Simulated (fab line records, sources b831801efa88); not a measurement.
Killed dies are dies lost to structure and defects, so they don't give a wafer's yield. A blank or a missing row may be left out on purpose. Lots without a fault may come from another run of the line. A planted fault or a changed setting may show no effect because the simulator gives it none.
Chamber matching | flow gf180mcu | GF_POLY_GATE_ETCH_12 on rie_diel-03: 4 sister chambers
The step etches BARC in N2/H2. 4 wafers are shown with their chamber, then 7 later ones without.

WAFERS WITH THEIR CHAMBER
wafer  | chamber | drypump_motor_current_A (A)
L590.4 | 2       | 5.7
L590.5 | 3       | 5.4
L594.4 | 1       | 5.6
L594.5 | 0       | 6.3

WAFERS WITHOUT THEIR CHAMBER
wafer  | drypump_motor_current_A (A)
L594.6 | 5.6
L600.1 | 6.3
L600.4 | 5.3
L600.6 | 5.5
L606.1 | 5.3
L606.2 | 5.6
L606.3 | 5.7

WHICH CHAMBER EACH WENT THROUGH
wafer  | from the rows above          | in truth
L594.6 | can't be placed: 1 or 2      | 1
L600.1 | 0                            | 0
L600.4 | 3                            | 3
L600.6 | can't be placed: 1 or 3 or 2 | 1
L606.1 | 3                            | 3
L606.2 | can't be placed: 1 or 2      | 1
L606.3 | can't be placed: 2 or 1      | 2
Placed correctly: 3 of 7. Can't be placed from these rows: 4 (the true chamber is among the candidates in 4). Placed wrongly: 0.
How it was worked out, from the rows above alone: a wafer's distance from a chamber is the root of the sum, over the readings, of the square of ((its reading less the chamber's mean) divided by the reading's scatter). The wafer belongs to the nearest chamber; if the next one is less than 2 further off, it can't be placed. A chamber's mean is the mean of its shown wafers. The scatter: with one shown wafer a chamber, the root of the mean of the squares of how far each hidden wafer lies from its nearest shown one.
